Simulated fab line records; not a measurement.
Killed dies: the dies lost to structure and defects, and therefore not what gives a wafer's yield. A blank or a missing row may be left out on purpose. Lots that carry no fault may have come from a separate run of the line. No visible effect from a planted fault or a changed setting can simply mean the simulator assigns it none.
Which tool did it? ; flow gf180mcu ; 14 lots with 42 wafers sampled at 2 steps, on a route of 602 steps

## WHAT THE GAUGES READ, wafer by wafer
GF_V4_THK_MEAS_03.
lot;measured;on;V4_CVD_02_THK (nm)
L962;day 23 19:20;film metro-01;849 856 863
L964;day 24 01:31;film metro-02;842 849 845
L963;day 24 02:44;film metro-02;858 862 885
L965;day 24 22:26;film metro-02;847 873 858
L966;day 25 07:30;film metro-04;849 852 871
L967;day 25 15:02;film metro-02;857 872 878
L974;day 27 15:06;film metro-01;866 876 882
L975;day 27 21:29;film metro-04;842 827 840
L977;day 28 10:32;film metro-02;849 830 847
L978;day 28 17:46;film metro-04;832 849 849
L979;day 29 04:32;film metro-02;855 871 848
L981;day 29 09:38;film metro-04;834 847 831
L983;day 29 22:55;film metro-04;843 839 850
L984;day 30 08:00;film metro-02;846 834 856

GF_V4_OVL_MEAS_15.
lot;measured;on;V4_OVL (nm)
L962;day 24 18:40;overlay-01;-2 0 -5
L964;day 24 23:31;overlay-02;-7 -14 -13
L963;day 25 00:55;overlay-02;0 -12 -3
L965;day 25 20:03;overlay-02;-13 -3 -8
L966;day 26 05:04;overlay-02;1 -2 -4
L967;day 26 12:15;overlay-02;-2 -2 0
L974;day 28 11:08;overlay-02;1 6 3
L975;day 28 18:25;overlay-01;2 -2 3
L977;day 29 06:25;overlay-02;-1 0 -3
L978;day 29 13:10;overlay-01;-4 -5 -7
L979;day 30 00:01;overlay-02;-3 -7 2
L981;day 30 05:10;overlay-02;-8 -11 -10
L983;day 30 17:07;overlay-01;-6 4 3
L984;day 31 02:40;overlay-02;-1 6 -1

## WHICH TOOL RAN EACH LOT (tool, then ch and the chambers of the sampled wafers, then the start)
Record: no process step prior to these readings.

## WHAT THE TOOLS THEMSELVES READ (means of the sampled wafers that have a number; where no wafer has one, the mark that the record gives instead)
The record holds no such reading with a usual standard deviation.

## THE ANSWER, worked out from the rows above alone
Rule: usual is defined by the lots themselves. The widest of any qualifying gaps counts: lots, ordered by their means at a reading, are off when they make up no more than a third of the lots, leave a main group of 4 or more, and stand apart from it by 3 or more times the standard deviation of that group's means. Not used: any main group whose means are identical at the precision the tables above print for the reading. Also off: a lot with no number at a reading for which 4 or more lots have one. Any other lot the step has rows for is counted as sound. The gauges are gone through in route order, then the tools' own readings, and for those a lot's mean is taken as printed above. At the first step where some lot is off, the reading lying furthest off is the one used; lots without a number count as furthest.
No lot is off on any of the readings shown, so nothing can be concluded from this.

## WHAT THE SIMULATOR HAD INSERTED
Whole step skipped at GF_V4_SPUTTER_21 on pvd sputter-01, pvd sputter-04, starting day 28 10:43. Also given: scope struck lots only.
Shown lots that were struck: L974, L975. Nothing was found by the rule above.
